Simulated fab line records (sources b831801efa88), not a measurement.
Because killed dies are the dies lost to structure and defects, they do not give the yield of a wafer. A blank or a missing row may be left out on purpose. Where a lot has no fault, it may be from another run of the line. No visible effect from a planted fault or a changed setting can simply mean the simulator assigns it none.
Split-lot study | flow sfq-line | 23 wafers read across 5 lots, on a route 325 steps long

== THE SPLIT ITSELF ==
At SFQ_TRILAYER_I4_VIA_LITHO_PEB_106 (peb time 60 s), the setting peb-time-s was moved away from the recipe's 60 s on 4 of the 23 wafers read, by -10.2% to +7.0%. For the rest of the wafers, this setting stayed at what the recipe calls for.

== FROM THE SPLIT ON TO THE READING: in between, the file shows 1 step ==
- SFQ_TRILAYER_I4_VIA_LITHO_DEVELOP_105: time 60 s

== THE READING ==
I4.cd-nm (the simulator's own value, which no gauge read), in nm, at SFQ_TRILAYER_I4_VIA_BARC_OPEN_VIA_ETCH_146 (etches BARC in O2, target depth 125 nm, time 41.7 s). No usual value for it is given in the file. The 19 wafers here that ran the recipe average 700.3 nm, standard deviation 1.2 nm.

wafer  | tool, chamber at the split | peb-time-s as run, s | against the recipe | I4.cd-nm, nm | against lot-mates on the recipe
L074.1 | litho-track-03, 0          | 64.21                | +7.0%              | 710.3        | +9.1
L074.2 | litho-track-03, 0          | 60                   | recipe             | 702          | -
L074.3 | litho-track-03, 0          | 60                   | recipe             | 701.6        | -
L074.4 | litho-track-03, 0          | 64.21                | +7.0%              | 709.7        | +8.5
L074.6 | litho-track-03, 0          | 60                   | recipe             | 699.9        | -
L076.1 | litho-track-01, 0          | 60                   | recipe             | 699.4        | -
L076.2 | litho-track-01, 0          | 53.89                | -10.2%             | 685.2        | -14.7
L076.3 | litho-track-01, 0          | 60                   | recipe             | 700.5        | -
L076.5 | litho-track-01, 0          | 53.89                | -10.2%             | 685.3        | -14.6
L076.6 | litho-track-01, 0          | 60                   | recipe             | 699.8        | -
L080.1 | litho-track-03, 0          | 60                   | recipe             | 699.6        | -
L080.2 | litho-track-03, 0          | 60                   | recipe             | 701.5        | -
L080.3 | litho-track-03, 0          | 60                   | recipe             | 701.4        | -
L080.4 | litho-track-03, 0          | 60                   | recipe             | 700.9        | -
L080.5 | litho-track-03, 0          | 60                   | recipe             | 700          | -
L081.1 | litho-track-02, 0          | 60                   | recipe             | 699.1        | -
L081.2 | litho-track-02, 0          | 60                   | recipe             | 699.2        | -
L081.5 | litho-track-02, 0          | 60                   | recipe             | 699.2        | -
L081.4 | litho-track-02, 0          | 60                   | recipe             | 699          | -
L081.6 | litho-track-02, 0          | 60                   | recipe             | 698.6        | -
L082.1 | litho-track-01, 0          | 60                   | recipe             | 702.4        | -
L082.2 | litho-track-01, 0          | 60                   | recipe             | 702.1        | -
L082.4 | litho-track-01, 0          | 60                   | recipe             | 700.1        | -

THE FIT
A straight line over all 23 wafers: I4.cd-nm changes by +1.45 nm for each +1% of peb-time-s; r = +0.98; the points scatter about the line by 1.1 nm.
The same after taking each lot's own level away (the mean of its wafers on the recipe; 23 wafers): +1.38 nm for each +1%; r = +0.99; scatter 0.73 nm.
Per that fit: largest peb-time-s move, reading shift of 14 nm.
Across the lots, their own levels run from 699.02 to 701.53 nm, a range of 2.2 times the standard deviation given above.
The two slopes are in agreement: the lot-to-lot level therefore moves the slope only a little.
Check: with one of the wafers moved furthest among these (-10.2%) left out of the fit, the line predicts -13.8 nm for it against its lot-mates. Against them it came out at -14.7 nm.

== FURTHER SPLITS ON THESE WAFERS ==
These wafers also went through other splits before the reading. Each is held against what the fit with the lots' levels taken away leaves over:
other split on the same wafers                 | wafers away from the commonest value | r with I4.cd-nm (lot level and that fit taken away)
SFQ_TRILAYER_M3_BARC_OPEN_METAL_ETCH_100 icp-w | 10                                   | +0.03
SFQ_TRILAYER_I3_CMP_CMP_082 down-force-psi     | 7                                    | -0.05
SFQ_TRILAYER_I3_VIA_LITHO_EXPOSE_086 dose-mj   | 8                                    | +0.02
SFQ_TRILAYER_M4_DEP_SPUTTER_091 power-w        | 7                                    | -0.01
SFQ_TRILAYER_M4_LITHO_COAT_093 resist-thk-nm   | 9                                    | +0.18
SFQ_TRILAYER_I4_DEP_PECVD_099 time-s           | 4                                    | +0.05

== THE FILE'S OWN FIT ==
I4.cd-nm changes by +1.38 nm for each +1% of peb-time-s, r = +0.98.
